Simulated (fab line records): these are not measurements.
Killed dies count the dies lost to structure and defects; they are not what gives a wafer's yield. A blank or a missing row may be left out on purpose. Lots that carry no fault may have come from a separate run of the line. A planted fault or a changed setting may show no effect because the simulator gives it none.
Struck lot and sound lot, side by side | flow gf180mcu | 14 out of 602 route steps
Sound: wafers L449.1, L449.3, L449.5. Struck: wafers L461.1, L461.4, L461.6. The cause is named last.
Per side, at each step with rows, come the tool, then ch with its chambers, and then its first start. Under that, the readings that differ: sound wafers | struck wafers | difference of the means | sigmas: that difference in standard deviations of wafers without a fault.
alike: readings whose means differ by less than 2 such deviations, and words and numbers that are the same on both sides. not compared: withheld readings, readings that some wafer has no value for, bounds like >300 that may hide the same value, and numbers for which the record gives no deviation and whose values overlap.
The two part at a step that has a row with sigmas, a row that says differs or no value, or rows on one side only. Non-overlapping numbers with no deviation appear without sigmas and do not part them. A reading that every wafer of one side lacks parts them only if that side has two wafers or more.

GF_V1_THK_MEAS_01:
  struck on filmMetro-04, day 23 06:19; sound on filmMetro-02, day 18 15:55
  alike: V1_CVD_00_THK
GF_V1_CVD_02: deposits SiO2 from TEOS, target thk 850 nm, time 94.851 s.
  sound on pecvd-03 ch 0,1,2, day 18 15:59; struck on pecvd-04 ch 0,1,2, day 23 06:22
  alike: heaterPowerW
GF_V1_THK_MEAS_03:
  struck on filmMetro-03, day 23 06:26; sound on filmMetro-03, day 18 16:03
  alike: V1_CVD_02_THK
GF_V1_CMP_04: polishes SiO2.
  sound on cmp-01 ch 0,1,3, day 18 16:07; struck on cmp-01 ch 1,3, day 23 06:33
  alike: motorCurrentA, platenRpm, retainingRingPressureFrac, timeToEndpointS
GF_V1_BOW_MEAS_05:
  struck on filmMetro-02, day 23 06:48; sound on filmMetro-02, day 18 16:25
  alike: V1_BOW
then, 7 steps without rows for these wafers: GF_V1_DEHYDRATE_06 (time 60 s); GF_V1_HMDS_07 (prime time 60 s); GF_V1_COAT_08; GF_V1_COAT_09 (resist thk 1000 nm); GF_V1_SOFTBAKE_10 (time 60 s); GF_V1_EXPOSE_11 (exposes mask Via1, target cd 260 nm); GF_V1_PEB_12 (peb time 90 s).
GF_V1_DEVELOP_13: develop time 60 s.
  sound on lithoTrack-04 ch 0, day 19 16:42; struck on lithoTrack-04, day 24 04:48
  no value came back on the struck wafers for chillPlateTempC (C), developTimeS (s); on the sound wafers chillPlateTempC (C) reads 22.90 23.03 22.88
reading                            | sound           | struck         | difference | sigmas
model.KrF_of_V1_COAT_09.thkNm (nm) | 983.4 983.5 983 | 1004 1004 1002 | +20        | 
GF_V1_CD_MEAS_14 targets a cd of 260 nm.
  struck on cdSem-01, day 24 04:57; sound on cdSem-02, day 19 16:51
reading   | sound             | struck | difference                    | sigmas
cdNm (nm) | 260.5 261.7 260.3 | - - -  | no value on the struck wafers | 

## WHERE THEY PART
At GF_V1_DEVELOP_13 first; at GF_V1_CD_MEAS_14 last (within this record only).

WHY: the cause the simulator had injected
Whole step skipped at GF_V1_DEVELOP_13 on lithoTrack-04, starting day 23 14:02. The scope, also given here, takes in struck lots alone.
